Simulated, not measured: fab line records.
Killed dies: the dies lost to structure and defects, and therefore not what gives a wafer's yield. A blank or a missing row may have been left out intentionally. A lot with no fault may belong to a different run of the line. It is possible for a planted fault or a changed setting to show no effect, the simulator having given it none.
fab line records + flow sky130
[record]
- lots = 14
- wafers = 42
- lastDay = 50
route steps=708 shown POLY_GATE@204 CONTACT@420 METAL1@439
lots with no fault: from the same line, run without faults
startH: hours from the record's opening day to when the first of the lot's shown wafers began + waitH: time in hours since the lot's previous step + " repeats the value in the row above + L1.1+2: a row that stands for several wafers + - no value, or no start given + * or withheld: withheld + < > ~ a bound
route shown NAME@n: names a module that has steps shown in the file, with the first one's number in the route + usual: the fault-free wafers' mean and standard deviation + same: alike in all rows + chamber/n: place in a boat + sites: each site's reading + _std_site: their standard deviation + _edge_site: mean of outer sites minus mean of inner sites + radiusMm: how far each site lies from the wafer's centre + mask NAME#n: copy n + behind: tool/chamber where the wafer was last shaped + hold: why the lot was held/for how many hours/how that ended + device: the transistor (n, p or np) that didn't switch + end of line: tests of these same wafers at the route's end + a step without rows: its recipe alone + killed: dies lost to structure and defects at the first sort, not the wafer's yield + map: a wafer's dies, marking killed ones x, the rest . and places with no die _
set.NAME: the setting the step ran with; set.NAME@STEP: the setting that earlier step ran with + model.NAME: the simulator's own value behind a step, which no gauge read
a sample of lots followed through the steps of the route, with each step as a table and each wafer as a row
services: the hour from which a tool's chamber was out of use, counted from the record's first day as startH (under 0 if before that day), plus the number of hours and why
[[steps]]
[step SKY_POLY_GATE_CVD_00]
[recipe]
- material = poly-Si
- targetThkNm = 180
- tempC = 620
- timeS = 720
- pressureMtorr = 200
[usual]
- pressureMtorr = 200.0/0.46
| lot.wafer | tool     | chamber | startH | waitH | pressureMtorr |
|-----------|----------|---------|--------|-------|---------------|
| L803.3    | lpcvd-01 | 0       | 313.67 | 0.0   | 201.2         |
| L803.5    | "        | 0       | "      | "     | 199.7         |
| L803.6    | "        | 0       | "      | "     | 200.5         |
| L804.2    | lpcvd-01 | 0       | 315.35 | 0.0   | 199.7         |
| L804.3    | "        | 0       | "      | "     | 200.2         |
| L804.4    | "        | 0       | "      | "     | 200.3         |
| L805.2    | lpcvd-01 | 0       | 325.10 | 0.0   | 200.1         |
| L805.3    | "        | 0       | "      | "     | 199.3         |
| L805.6    | "        | 0       | "      | "     | 199.9         |
| L807.2    | lpcvd-01 | 0       | 338.28 | 0.0   | 200.1         |
| L807.5    | "        | 0       | "      | "     | 200.5         |
| L807.6    | "        | 0       | "      | "     | 200.2         |
| L808.1    | lpcvd-01 | 1       | 350.77 | 0.0   | 199.6         |
| L808.3    | "        | 1       | "      | "     | 199.9         |
| L808.6    | "        | 1       | "      | "     | 199.4         |
| L809.2    | lpcvd-01 | 0       | 359.86 | 0.0   | 199.7         |
| L809.4    | "        | 0       | "      | "     | 199.0         |
| L809.6    | "        | 0       | "      | "     | 199.9         |
| L810.1    | lpcvd-01 | 0       | 365.80 | 0.0   | 200.2         |
| L810.4    | "        | 0       | "      | "     | 200.1         |
| L810.5    | "        | 0       | "      | "     | 199.9         |
| L812.1    | lpcvd-01 | 0       | 387.78 | 0.0   | 199.3         |
| L812.5    | "        | 0       | "      | "     | 200.1         |
| L812.6    | "        | 0       | "      | "     | 199.8         |
| L821.3    | lpcvd-01 | 1       | 464.71 | 0.0   | 200.1         |
| L821.4    | "        | 1       | "      | "     | 199.9         |
| L821.5    | "        | 1       | "      | "     | 199.9         |
| L820.4    | lpcvd-01 | 0       | 470.32 | 0.0   | 200.2         |
| L820.5    | "        | 0       | "      | "     | 200.1         |
| L820.6    | "        | 0       | "      | "     | 200.1         |
| L823.1    | lpcvd-01 | 0       | 477.17 | 0.0   | 199.7         |
| L823.4    | "        | 0       | "      | "     | 199.6         |
| L823.6    | "        | 0       | "      | "     | 199.3         |
| L824.1    | lpcvd-01 | 0       | 489.46 | 0.0   | 201.3         |
| L824.4    | "        | 0       | "      | "     | 200.8         |
| L824.6    | "        | 0       | "      | "     | 200.6         |
| L825.3    | lpcvd-01 | 1       | 496.54 | 0.0   | 200.1         |
| L825.4    | "        | 1       | "      | "     | 199.8         |
| L825.5    | "        | 1       | "      | "     | 199.7         |
| L826.1    | lpcvd-01 | 1       | 505.81 | 0.0   | 199.8         |
| L826.3    | "        | 1       | "      | "     | 199.7         |
| L826.5    | "        | 1       | "      | "     | 199.5         |
[step SKY_POLY_GATE_THK_MEAS_01]
[recipe]
- reads = poly-Si_of_POLY_GATE_CVD_00
[usual]
- POLY_GATE_CVD_00_THK = 180.5/1.1
| lot.wafer | tool         | chamber | startH | waitH | hold                    | POLY_GATE_CVD_00_THK[nm] |
|-----------|--------------|---------|--------|-------|-------------------------|--------------------------|
| L803.3    | filmMetro-04 | -       | 314.89 | 0.0   | -                       | 180.8                    |
| L803.5    | "            | -       | "      | "     | -                       | 179.8                    |
| L803.6    | "            | -       | "      | "     | -                       | 179.7                    |
| L804.2    | filmMetro-04 | -       | 316.56 | 0.0   | -                       | 179.4                    |
| L804.3    | "            | -       | "      | "     | -                       | 180.3                    |
| L804.4    | "            | -       | "      | "     | -                       | 179.4                    |
| L805.2    | filmMetro-02 | -       | 326.31 | 0.0   | -                       | 179.6                    |
| L805.3    | "            | -       | "      | "     | -                       | 181.5                    |
| L805.6    | "            | -       | "      | "     | -                       | 181.4                    |
| L807.2    | filmMetro-01 | -       | 339.49 | 0.0   | -                       | 181.7                    |
| L807.5    | "            | -       | "      | "     | -                       | 182.2                    |
| L807.6    | "            | -       | "      | "     | -                       | 180.1                    |
| L808.1    | filmMetro-04 | -       | 351.97 | 0.0   | -                       | 181.6                    |
| L808.3    | "            | -       | "      | "     | -                       | 183.3                    |
| L808.6    | "            | -       | "      | "     | -                       | 182.7                    |
| L809.2    | filmMetro-04 | -       | 361.67 | 0.0   | -                       | 178.7                    |
| L809.4    | "            | -       | "      | "     | -                       | 180.8                    |
| L809.6    | "            | -       | "      | "     | -                       | 180.0                    |
| L810.1    | filmMetro-02 | -       | 367.60 | 0.0   | awaitDispo/0.2h/release | 230.8                    |
| L810.4    | "            | -       | "      | "     | awaitDispo/0.2h/release | 231.1                    |
| L810.5    | "            | -       | "      | "     | awaitDispo/0.2h/release | 230.5                    |
| L810.1    | filmMetro-02 | -       | 367.83 | 0.2   | -                       | 230.6                    |
| L810.4    | "            | -       | "      | "     | -                       | 231.0                    |
| L810.5    | "            | -       | "      | "     | -                       | 230.5                    |
| L812.1    | filmMetro-02 | -       | 388.98 | 0.0   | awaitDispo/0.2h/release | 231.0                    |
| L812.5    | "            | -       | "      | "     | awaitDispo/0.2h/release | 230.6                    |
| L812.6    | "            | -       | "      | "     | awaitDispo/0.2h/release | 230.1                    |
| L812.1    | filmMetro-02 | -       | 389.30 | 0.3   | -                       | 230.7                    |
| L812.5    | "            | -       | "      | "     | -                       | 230.9                    |
| L812.6    | "            | -       | "      | "     | -                       | 230.0                    |
| L821.3    | filmMetro-02 | -       | 465.93 | 0.0   | -                       | 181.4                    |
| L821.4    | "            | -       | "      | "     | -                       | 180.8                    |
| L821.5    | "            | -       | "      | "     | -                       | 181.3                    |
| L820.4    | filmMetro-04 | -       | 472.15 | 0.0   | -                       | 179.1                    |
| L820.5    | "            | -       | "      | "     | -                       | 179.4                    |
| L820.6    | "            | -       | "      | "     | -                       | 179.4                    |
| L823.1    | filmMetro-01 | -       | 478.37 | 0.0   | -                       | 180.2                    |
| L823.4    | "            | -       | "      | "     | -                       | 181.3                    |
| L823.6    | "            | -       | "      | "     | -                       | 182.1                    |
| L824.1    | filmMetro-04 | -       | 490.66 | 0.0   | -                       | 181.3                    |
| L824.4    | "            | -       | "      | "     | -                       | 181.4                    |
| L824.6    | "            | -       | "      | "     | -                       | 180.5                    |
| L825.3    | filmMetro-01 | -       | 497.76 | 0.0   | -                       | 179.3                    |
| L825.4    | "            | -       | "      | "     | -                       | 179.4                    |
| L825.5    | "            | -       | "      | "     | -                       | 179.2                    |
| L826.1    | filmMetro-02 | -       | 507.01 | 0.0   | -                       | 181.7                    |
| L826.3    | "            | -       | "      | "     | -                       | 181.9                    |
| L826.5    | "            | -       | "      | "     | -                       | 181.9                    |
[step SKY_POLY_GATE_ETCH_17]
[recipe]
- targetDepthNm = 180
- stopOn = SiO2
- overEtchFrac = 0.56667
- chemistry = HBr/Cl2
- target = poly-Si
- icpW = 400
- biasW = 100
- pressureMtorr = 10
- HBr_flow_sccm = 150
- Cl2_flow_sccm = 50
- timeS = 70.5
[usual]
- chamberPressureMTorr = 10.000/0.0085
- drypumpMotorCurrentA = 5.7/0.39
- oesProductAu = 0.989/0.0059
- throttleValvePct = 33.685/0.0086
[same]
- overEtchFrac = 0.56667
| lot.wafer | tool     | chamber | startH | waitH | chamberPressureMTorr | drypumpMotorCurrentA | oesProductAu | rfHoursCounterH | throttleValvePct |
|-----------|----------|---------|--------|-------|----------------------|----------------------|--------------|-----------------|------------------|
| L803.3    | rieSi-02 | 3       | 371.03 | 0.0   | 9.994                | 5.2                  | 0.990        | 1               | 33.688           |
| L803.5    | "        | 3       | "      | "     | 10.006               | 5.2                  | 0.978        | -               | 33.688           |
| L803.6    | "        | 2       | "      | "     | 9.996                | 6.4                  | 0.985        | -               | 33.699           |
| L804.2    | rieSi-02 | 3       | 374.56 | 0.0   | 10.007               | 5.2                  | 0.985        | 1               | 33.687           |
| L804.3    | "        | 1       | "      | "     | 9.999                | 5.3                  | 0.990        | 40              | 33.668           |
| L804.4    | "        | 0       | "      | "     | 10.006               | 5.6                  | 0.991        | 80              | 33.678           |
| L805.2    | rieSi-01 | 2       | 384.78 | 0.0   | 9.999                | 5.4                  | 0.978        | 2               | 33.693           |
| L805.3    | "        | 3       | "      | "     | 10.013               | 5.4                  | 0.995        | 2               | 33.687           |
| L805.6    | "        | 2       | "      | "     | 10.003               | 5.5                  | 0.988        | -               | 33.671           |
| L807.2    | rieSi-02 | 3       | 406.93 | 0.0   | 10.001               | 5.2                  | 0.991        | 1               | 33.701           |
| L807.5    | "        | 1       | "      | "     | 10.003               | 5.3                  | 0.983        | -               | 33.679           |
| L807.6    | "        | 2       | "      | "     | 9.987                | 6.3                  | 0.991        | -               | 33.675           |
| L808.1    | rieSi-01 | 3       | 411.51 | 0.0   | 10.000               | 5.4                  | 0.981        | 2               | 33.687           |
| L808.3    | "        | 2       | "      | "     | 9.998                | 5.5                  | 0.991        | 3               | 33.695           |
| L808.6    | "        | 3       | "      | "     | 9.996                | 5.4                  | 1.001        | -               | 33.679           |
| L809.2    | rieSi-01 | 0       | 421.13 | 0.0   | 9.989                | 5.9                  | 0.984        | 4               | 33.694           |
| L809.4    | "        | 3       | "      | "     | 10.003               | 5.3                  | 0.990        | 2               | 33.699           |
| L809.6    | "        | 2       | "      | "     | 9.980                | 5.5                  | 1.000        | -               | 33.693           |
| L810.1    | rieSi-01 | 2       | 426.98 | 0.0   | 10.002               | 5.5                  | 1.005        | 3               | 33.682           |
| L810.4    | "        | 1       | "      | "     | 10.010               | 6.1                  | 0.995        | 5               | 33.688           |
| L810.5    | "        | 3       | "      | "     | 10.001               | 5.4                  | 1.006        | -               | 33.676           |
| L812.1    | rieSi-01 | 0       | 452.83 | 0.0   | 9.987                | 5.9                  | 1.014        | 5               | 33.690           |
| L812.5    | "        | 1       | "      | "     | 9.989                | 6.1                  | 1.008        | -               | 33.678           |
| L812.6    | "        | 0       | "      | "     | 9.994                | 5.9                  | 1.012        | -               | 33.685           |
| L821.3    | rieSi-02 | 0       | 529.38 | 0.0   | 10.010               | 5.6                  | 1.000        | 0               | 33.685           |
| L821.4    | "        | 3       | "      | "     | 9.994                | 5.2                  | 0.992        | 2               | 33.682           |
| L821.5    | "        | 1       | "      | "     | 10.001               | 5.2                  | 0.979        | -               | 33.678           |
| L820.4    | rieSi-01 | 1       | 534.56 | 0.0   | 9.999                | 6.1                  | 0.978        | 5               | 33.673           |
| L820.5    | "        | 3       | "      | "     | 9.987                | 5.3                  | 0.983        | -               | 33.691           |
| L820.6    | "        | 2       | "      | "     | 9.996                | 5.5                  | 0.987        | -               | 33.681           |
| L823.1    | rieSi-01 | 2       | 541.63 | 0.0   | 10.008               | 5.5                  | 0.990        | 3               | 33.687           |
| L823.4    | "        | 0       | "      | "     | 10.005               | 5.9                  | 0.991        | 5               | 33.683           |
| L823.6    | "        | 0       | "      | "     | 10.009               | 5.9                  | 0.993        | -               | 33.689           |
| L824.1    | rieSi-02 | 2       | 552.01 | 0.0   | 10.000               | 6.3                  | 0.993        | 6               | 33.666           |
| L824.4    | "        | 3       | "      | "     | 10.000               | 5.2                  | 0.990        | 2               | 33.691           |
| L824.6    | "        | 0       | "      | "     | 9.985                | 5.6                  | 0.984        | -               | 33.674           |
| L825.3    | rieSi-01 | 3       | 559.21 | 0.0   | 9.994                | 5.4                  | 0.992        | 3               | 33.691           |
| L825.4    | "        | 1       | "      | "     | 9.994                | 6.1                  | 0.976        | 6               | 33.680           |
| L825.5    | "        | 2       | "      | "     | 10.003               | 5.5                  | 0.994        | -               | 33.679           |
| L826.1    | rieSi-02 | 0       | 568.13 | 0.0   | 9.997                | 5.6                  | 0.990        | 0               | 33.671           |
| L826.3    | "        | 2       | "      | "     | 10.005               | 6.3                  | 0.994        | 6               | 33.688           |
| L826.5    | "        | 2       | "      | "     | 10.004               | 6.4                  | 0.978        | -               | 33.692           |
[step SKY_CONTACT_CD_MEAS_14]
[recipe]
- targetCdNm = 170
[usual]
- cdNm = 170.0/1.3
| lot.wafer | tool     | chamber | startH | waitH | cdNm  |
|-----------|----------|---------|--------|-------|-------|
| L803.3    | cdSem-02 | -       | 733.68 | -     | 171.5 |
| L803.5    | "        | -       | "      | "     | 171.9 |
| L803.6    | "        | -       | "      | "     | 170.5 |
| L804.2    | cdSem-02 | -       | 740.26 | -     | 168.8 |
| L804.3    | "        | -       | "      | "     | 167.2 |
| L804.4    | "        | -       | "      | "     | 168.4 |
| L805.2    | cdSem-01 | -       | 744.71 | -     | 170.6 |
| L805.3    | "        | -       | "      | "     | 168.4 |
| L805.6    | "        | -       | "      | "     | 168.8 |
| L807.2    | cdSem-02 | -       | 768.74 | -     | 171.3 |
| L807.5    | "        | -       | "      | "     | 171.1 |
| L807.6    | "        | -       | "      | "     | 172.0 |
| L808.1    | cdSem-02 | -       | 772.04 | -     | 169.0 |
| L808.3    | "        | -       | "      | "     | 168.4 |
| L808.6    | "        | -       | "      | "     | 168.3 |
| L809.2    | cdSem-02 | -       | 786.99 | -     | 172.0 |
| L809.4    | "        | -       | "      | "     | 170.9 |
| L809.6    | "        | -       | "      | "     | 171.5 |
| L821.3    | cdSem-01 | -       | 874.88 | -     | 169.4 |
| L821.4    | "        | -       | "      | "     | 169.1 |
| L821.5    | "        | -       | "      | "     | 168.8 |
| L820.4    | cdSem-02 | -       | 878.95 | -     | 172.7 |
| L820.5    | "        | -       | "      | "     | 172.6 |
| L820.6    | "        | -       | "      | "     | 172.2 |
| L823.1    | cdSem-02 | -       | 883.79 | -     | 171.1 |
| L823.4    | "        | -       | "      | "     | 171.2 |
| L823.6    | "        | -       | "      | "     | 170.0 |
| L824.1    | cdSem-01 | -       | 894.94 | -     | 169.2 |
| L824.4    | "        | -       | "      | "     | 169.8 |
| L824.6    | "        | -       | "      | "     | 170.3 |
| L825.3    | cdSem-02 | -       | 900.78 | -     | 171.1 |
| L825.4    | "        | -       | "      | "     | 170.2 |
| L825.5    | "        | -       | "      | "     | 169.6 |
| L826.1    | cdSem-02 | -       | 907.92 | -     | 170.4 |
| L826.3    | "        | -       | "      | "     | 169.8 |
| L826.5    | "        | -       | "      | "     | 168.7 |
[step SKY_CONTACT_ETCH_18]
[recipe]
- target = Si3N4
- chemistry = CHF3/O2
- stopOn = TiN
- sourceW = 600
- biasW = 200
- pressureMtorr = 40
- chf3FlowSccm = 50
- O2_flow_sccm = 5
- timeS = 39
- targetDepthA = 750
[usual]
- chamberPressureMTorr = 40.00/0.036
- drypumpMotorCurrentA = 5.9/0.38
- oesProductAu = 0.855/0.0067
- throttleValvePct = 8.792/0.009
| lot.wafer | tool       | chamber | startH | waitH | chamberPressureMTorr | drypumpMotorCurrentA | oesProductAu | rfHoursCounterH | throttleValvePct |
|-----------|------------|---------|--------|-------|----------------------|----------------------|--------------|-----------------|------------------|
| L803.3    | rieDiel-03 | 3       | -      | -     | 40.00                | 5.8                  | 0.845        | 14              | 8.811            |
| L803.5    | "          | 3       | "      | "     | 40.01                | 5.9                  | 0.853        | -               | 8.807            |
| L803.6    | "          | 0       | "      | "     | 39.98                | 5.8                  | 0.860        | -               | 8.797            |
| L804.2    | rieDiel-04 | 2       | -      | -     | 39.97                | 6.3                  | 0.856        | 40              | 8.784            |
| L804.3    | "          | 0       | "      | "     | 39.96                | 5.9                  | 0.849        | 14              | 8.799            |
| L804.4    | "          | 1       | "      | "     | 39.96                | 6.6                  | 0.864        | -               | 8.800            |
| L805.2    | rieDiel-02 | 0       | -      | -     | 39.96                | 6.2                  | 0.845        | 13              | 8.774            |
| L805.3    | "          | 2       | "      | "     | 40.01                | 5.9                  | 0.850        | 18              | 8.789            |
| L805.6    | "          | 1       | "      | "     | 39.99                | 5.8                  | 0.863        | -               | 8.795            |
| L807.2    | rieDiel-02 | 2       | -      | -     | 39.97                | 5.9                  | 0.856        | 18              | 8.786            |
| L807.5    | "          | 1       | "      | "     | 40.00                | 5.8                  | 0.864        | -               | 8.794            |
| L807.6    | "          | 0       | "      | "     | 40.00                | 6.2                  | 0.853        | -               | 8.800            |
| L808.1    | rieDiel-03 | 2       | -      | -     | 40.00                | 5.5                  | 0.856        | 8               | 8.785            |
| L808.3    | "          | 0       | "      | "     | 40.02                | 5.8                  | 0.854        | 18              | 8.790            |
| L808.6    | "          | 1       | "      | "     | 39.98                | 6.3                  | 0.863        | -               | 8.786            |
| L809.2    | rieDiel-02 | 1       | -      | -     | 39.93                | 5.7                  | 0.853        | 25              | 8.769            |
| L809.4    | "          | 0       | "      | "     | 40.00                | 6.2                  | 0.866        | 14              | 8.805            |
| L809.6    | "          | 3       | "      | "     | 39.96                | 5.1                  | 0.857        | -               | 8.792            |
| L821.3    | rieDiel-02 | 2       | -      | -     | 40.05                | 5.9                  | 0.838        | 22              | 8.783            |
| L821.4    | "          | 2       | "      | "     | 39.93                | 5.9                  | 0.861        | -               | 8.798            |
| L821.5    | "          | 1       | "      | "     | 39.99                | 5.8                  | 0.862        | -               | 8.790            |
| L820.4    | rieDiel-02 | 0       | -      | -     | 40.08                | 6.2                  | 0.862        | -               | 8.781            |
| L820.5    | "          | 2       | "      | "     | 40.00                | 5.9                  | 0.860        | -               | 8.795            |
| L820.6    | "          | 1       | "      | "     | 40.03                | 5.8                  | 0.858        | -               | 8.802            |
| L823.1    | rieDiel-02 | 1       | -      | -     | 40.04                | 5.8                  | 0.864        | 0               | 8.779            |
| L823.4    | "          | 3       | "      | "     | 40.03                | 5.2                  | 0.859        | 7               | 8.816            |
| L823.6    | "          | 3       | "      | "     | 40.01                | 5.2                  | 0.872        | -               | 8.801            |
| L824.1    | rieDiel-03 | 3       | -      | -     | 40.03                | 5.9                  | 0.861        | 19              | 8.797            |
| L824.4    | "          | 2       | "      | "     | 40.01                | 5.5                  | 0.856        | 12              | 8.774            |
| L824.6    | "          | 0       | "      | "     | 39.98                | 5.8                  | 0.856        | -               | 8.793            |
| L825.3    | rieDiel-04 | 1       | -      | -     | 39.92                | 6.6                  | 0.860        | 3               | 8.799            |
| L825.4    | "          | 3       | "      | "     | 40.01                | 5.2                  | 0.857        | 8               | 8.789            |
| L825.5    | "          | 3       | "      | "     | 40.01                | 5.2                  | 0.867        | -               | 8.797            |
| L826.1    | rieDiel-03 | 2       | -      | -     | 40.02                | 5.6                  | 0.846        | 12              | 8.791            |
| L826.3    | "          | 3       | "      | "     | 40.06                | 5.9                  | 0.848        | 19              | 8.785            |
| L826.5    | "          | 1       | "      | "     | 39.92                | 6.3                  | 0.859        | -               | 8.784            |
[step SKY_METAL1_RS_MEAS_05]
[recipe]
- thkMeasGauge = four-point-probe
- reads = TiN_of_METAL1_SPUTTER_04+Ti_of_METAL1_SPUTTER_03+AlCu_of_METAL1_SPUTTER_02+TiN_of_METAL1_SPUTTER_01+Ti_of_METAL1_SPUTTER_00
[usual]
- METAL1_ALCU_RS = 0.1268/0.0013
| lot.wafer | tool         | chamber | startH | waitH | METAL1_ALCU_RS[ohm/sq] |
|-----------|--------------|---------|--------|-------|------------------------|
| L803.3    | filmMetro-03 | -       | 735.40 | 0.1   | 0.1274                 |
| L803.5    | "            | -       | "      | "     | 0.1271                 |
| L803.6    | "            | -       | "      | "     | 0.1270                 |
| L804.2    | filmMetro-03 | -       | 741.97 | 0.0   | 0.1275                 |
| L804.3    | "            | -       | "      | "     | 0.1268                 |
| L804.4    | "            | -       | "      | "     | 0.1269                 |
| L805.2    | filmMetro-03 | -       | 746.38 | 0.0   | 0.1273                 |
| L805.3    | "            | -       | "      | "     | 0.1286                 |
| L805.6    | "            | -       | "      | "     | 0.1286                 |
| L807.2    | filmMetro-03 | -       | 770.41 | 0.0   | 0.1277                 |
| L807.5    | "            | -       | "      | "     | 0.1273                 |
| L807.6    | "            | -       | "      | "     | 0.1296                 |
| L808.1    | filmMetro-03 | -       | 773.71 | 0.0   | 0.1249                 |
| L808.3    | "            | -       | "      | "     | 0.1255                 |
| L808.6    | "            | -       | "      | "     | 0.1253                 |
| L809.2    | filmMetro-04 | -       | 788.66 | 0.0   | 0.1266                 |
| L809.4    | "            | -       | "      | "     | 0.1269                 |
| L809.6    | "            | -       | "      | "     | 0.1276                 |
| L821.3    | filmMetro-03 | -       | 876.55 | 0.1   | 0.1274                 |
| L821.4    | "            | -       | "      | "     | 0.1280                 |
| L821.5    | "            | -       | "      | "     | 0.1263                 |
| L820.4    | filmMetro-04 | -       | 880.72 | 0.1   | 0.1277                 |
| L820.5    | "            | -       | "      | "     | 0.1262                 |
| L820.6    | "            | -       | "      | "     | 0.1266                 |
| L823.1    | filmMetro-02 | -       | 885.84 | 0.0   | 0.1261                 |
| L823.4    | "            | -       | "      | "     | 0.1253                 |
| L823.6    | "            | -       | "      | "     | 0.1256                 |
| L824.1    | filmMetro-03 | -       | 896.62 | 0.0   | 0.1247                 |
| L824.4    | "            | -       | "      | "     | 0.1245                 |
| L824.6    | "            | -       | "      | "     | 0.1241                 |
| L825.3    | filmMetro-03 | -       | 902.49 | 0.1   | 0.1278                 |
| L825.4    | "            | -       | "      | "     | 0.1266                 |
| L825.5    | "            | -       | "      | "     | 0.1274                 |
| L826.1    | filmMetro-03 | -       | 909.60 | 0.0   | 0.1267                 |
| L826.3    | "            | -       | "      | "     | 0.1280                 |
| L826.5    | "            | -       | "      | "     | 0.1271                 |
[[services]]
| tool       | chamber | startH | hours | kind   |
|------------|---------|--------|-------|--------|
| rieSi-02   | 0       | 300.61 | 29.0  | repair |
| rieSi-01   | 0       | 317.49 | 4.2   | repair |
| rieDiel-02 | 3       | 343.94 | 1.7   | repair |
| rieDiel-02 | -       | 374.27 | 0.2   | repair |
| lpcvd-01   | -       | 381.85 | 1.3   | repair |
| rieSi-02   | 2       | 413.64 | 4.3   | repair |
| rieSi-02   | 0       | 414.22 | 3.6   | repair |
| rieSi-02   | -       | 415.39 | 14.6  | pm     |
| rieDiel-02 | 2       | 431.39 | 5.6   | repair |
| rieSi-02   | 2       | 437.99 | 2.3   | repair |
| rieDiel-02 | 0       | 454.12 | 8.2   | repair |
| rieDiel-02 | 2       | 460.60 | 13.2  | repair |
| rieDiel-02 | 3       | 468.56 | 12.7  | repair |
| rieSi-02   | -       | 469.94 | 2.8   | pm     |
| rieDiel-02 | 0       | 515.72 | 7.7   | repair |
| lpcvd-01   | -       | 541.93 | 2.8   | pm     |
| lpcvd-01   | -       | 548.42 | 6.0   | pm     |
| rieSi-01   | 2       | 554.52 | 1.6   | repair |
| rieDiel-02 | 1       | 563.98 | 8.9   | repair |
| rieDiel-02 | 3       | 566.14 | 76.6  | repair |
| rieDiel-02 | 2       | 575.67 | 2.5   | repair |
| rieDiel-02 | 1       | 590.20 | 6.4   | repair |
| rieSi-01   | 3       | 615.07 | 12.9  | repair |
| rieSi-01   | 0       | 679.31 | 14.3  | repair |
[[key]]
[firstSign]
- step = SKY_POLY_GATE_THK_MEAS_01
- reading = visit
- direction = added
[effect]
- step = SKY_POLY_GATE_THK_MEAS_01
- reading = POLY_GATE_CVD_00_THK
- direction = up
- sigmas = 44
- usual = 180.5
- struck = 230.7
[effect]
- step = SKY_POLY_GATE_ETCH_17
- reading = oesProductAu
- direction = up
- sigmas = 3
- usual = 0.989
- struck = 1.007
- wafersMoved = 5
metAt SKY_POLY_GATE_CVD_00
struckLots L810,L812
struckWafers L810.1,L810.4,L810.5,L812.1,L812.5,L812.6
laterRowsLeftOut L810.1,L810.4,L810.5,L812.1,L812.5,L812.6
sortLeftOut L810.1,L810.4,L810.5,L812.1,L812.5,L812.6
testerLeftOut L810,L812
notActingAt SKY_CONTACT_CD_MEAS_14,SKY_CONTACT_ETCH_18,SKY_METAL1_RS_MEAS_05
onsetBetween 359.86 365.80
[fault]
- kind = processParameterDrift
- tool = lpcvd-01
- chamber = 0
- onsetH = 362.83
- steps = SKY_POLY_GATE_CVD_00
- channel = targetThkNm
- offset = 50.763
- shape = step
- endH = 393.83
- stated = 180
// testerLeftOut: of these lots the tester's yield and bins aren't shown, on N5 and GAA mostly nor the transistor test; their killed dies are dies lost to structure and defects alone, not to doping, threshold or leakage, so they don't give the yield
// sortLeftOut: the simulated sort isn't trusted on such a fault, so these wafers' sort isn't shown, and their yield isn't known
// laterRowsLeftOut: the simulator's readings of these wafers behind a module that went badly wrong aren't trusted and aren't shown, but for the sort
